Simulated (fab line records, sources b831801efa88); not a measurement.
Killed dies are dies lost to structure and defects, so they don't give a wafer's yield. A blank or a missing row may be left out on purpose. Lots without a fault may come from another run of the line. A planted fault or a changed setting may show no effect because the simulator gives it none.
One fault seen from 2 desks | flow sky130 | each desk has only its own numbers; what lay behind them comes last

THE METROLOGY DESK
What the gauges read, lot by lot, whatever tool the lot ran on: means of the sampled wafers that have a number. A lot is out of limits, marked OUT, if its mean lies more than 4 standard deviations from the usual mean; the brackets give that distance.
Columns: A = RES_XHIGH_TW at SKY_RES_XHIGH_TW_MEAS_09, usual 1631; B = RES_XHIGH_RS at SKY_SD_N_RS_MEAS_18, usual 333.2 ohm/sq
lot  | first seen here | A              | B
L171 | day 27 13:49    | 1632           | 332.7
L173 | day 27 19:29    | 1627           | 334.6
L174 | day 28 01:14    | 1626           | 335.4
L175 | day 28 18:14    | 1629           | 332.5
L177 | day 29 14:52    | 1620           | 333.9
L181 | day 30 15:20    | 1640           | 334.2
L182 | day 31 01:55    | 1622           | 332.7
L187 | day 32 23:34    | 1619           | 334.2
L189 | day 33 07:47    | 1065 (-47) OUT | 1018.8 (+99 or more) OUT
L188 | day 33 11:06    | 1062 (-47) OUT | 1006.0 (+99 or more) OUT
L191 | day 33 16:31    | 1652           | 330.7
L192 | day 34 01:32    | 1630           | 332.5
L193 | day 34 05:58    | 1643           | 334.6
This desk's finding: out of limits on L188, L189; first on L189, day 33 07:47 (RES_XHIGH_TW at SKY_RES_XHIGH_TW_MEAS_09). In limits: L171, L173, L174, L175, L177, L181, L182, L187, L191, L192, L193.

THE TOOL OWNER'S DESK: implanter-01
The tool's own readings at SKY_RES_XHIGH_IMPLANT_07: means of the sampled wafers that have a number, for each lot that ran on this tool. A lot is out of limits, marked OUT, if its mean lies more than 4 standard deviations from the usual mean; the brackets give that distance.
Columns: A = beam_on_s at SKY_RES_XHIGH_IMPLANT_07, usual 40 s; B = dose_ions_cm2 at SKY_RES_XHIGH_IMPLANT_07, usual 3.599e+14; C = end_station_pressure_torr at SKY_RES_XHIGH_IMPLANT_07, usual 5.19e-06 Torr
lot  | first seen here | A             | B                           | C
L173 | day 27 19:14    | 43            | 3.602e+14                   | 5.05e-06
L182 | day 31 01:40    | 44            | 3.601e+14                   | 5.37e-06
L189 | day 33 07:32    | 11 (-8.5) OUT | 8.967e+13 (-99 or more) OUT | 5.12e-06
L188 | day 33 10:53    | 11 (-8.5) OUT | 8.957e+13 (-99 or more) OUT | 5.38e-06
This desk's finding: out of limits on L188, L189; first on L189, day 33 07:32 (beam_on_s at SKY_RES_XHIGH_IMPLANT_07). In limits: L173, L182.

PUT TOGETHER
The tool owner's desk could have raised an alarm at day 33 07:32, on L188, L189.
The metrology desk could have raised an alarm at day 33 07:47, on L188, L189.
Of the lots named, all ran SKY_RES_XHIGH_IMPLANT_07 on implanter-01.

WHAT THE SIMULATOR HAD PUT IN
Process parameter drift: implanter-01, from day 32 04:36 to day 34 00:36, at SKY_RES_XHIGH_IMPLANT_07. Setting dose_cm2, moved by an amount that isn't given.
Lots struck among those shown: L188, L189.
Hours from the fault's start to each desk's first reading out of limits: the tool owner's desk, 27; the metrology desk, 27.
